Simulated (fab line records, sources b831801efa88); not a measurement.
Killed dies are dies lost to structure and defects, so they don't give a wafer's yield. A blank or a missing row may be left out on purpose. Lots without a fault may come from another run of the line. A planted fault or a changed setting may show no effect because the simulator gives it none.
One fault seen from 2 desks | flow gf180mcu | each desk has only its own numbers; what lay behind them comes last

THE TOOL OWNER'S DESK: pvd_sputter-01
The tool's own readings at GF_V4_SPUTTER_22 (material TiN, target thk 10 nm, time 40 s): means of the sampled wafers that have a number, for each lot that ran on this tool. A lot is out of limits, marked OUT, if its mean lies more than 4 standard deviations from the usual mean; the brackets give that distance.
Columns: A = throttle_valve_pct at GF_V4_SPUTTER_22, usual 29.3 %
lot  | first seen here | A
L618 | day 26 18:19    | 28.7
L629 | day 29 12:49    | 28.6
This desk's finding: nothing out of limits on any of the 2 lots.

THE METROLOGY DESK
What the gauges read, lot by lot, whatever tool the lot ran on: means of the sampled wafers that have a number. A lot is out of limits, marked OUT, if its mean lies more than 4 standard deviations from the usual mean; the brackets give that distance.
Columns: A = cd_nm at GF_V4_CD_MEAS_14, usual 259.9 nm; B = V4_OVL at GF_V4_OVL_MEAS_15, usual -4 nm
lot  | first seen here | A     | B
L618 | day 26 17:29    | 257.6 | -2
L621 | day 27 13:49    | 259.6 | -0
L624 | day 28 05:16    | 262.3 | -7
L629 | day 29 11:58    | 257.0 | -8
L636 | day 31 17:56    | 259.5 | -1
This desk's finding: nothing out of limits on any of the 5 lots.

PUT TOGETHER
The tool owner's desk saw nothing out of limits.
The metrology desk saw nothing out of limits.

WHAT THE SIMULATOR HAD PUT IN
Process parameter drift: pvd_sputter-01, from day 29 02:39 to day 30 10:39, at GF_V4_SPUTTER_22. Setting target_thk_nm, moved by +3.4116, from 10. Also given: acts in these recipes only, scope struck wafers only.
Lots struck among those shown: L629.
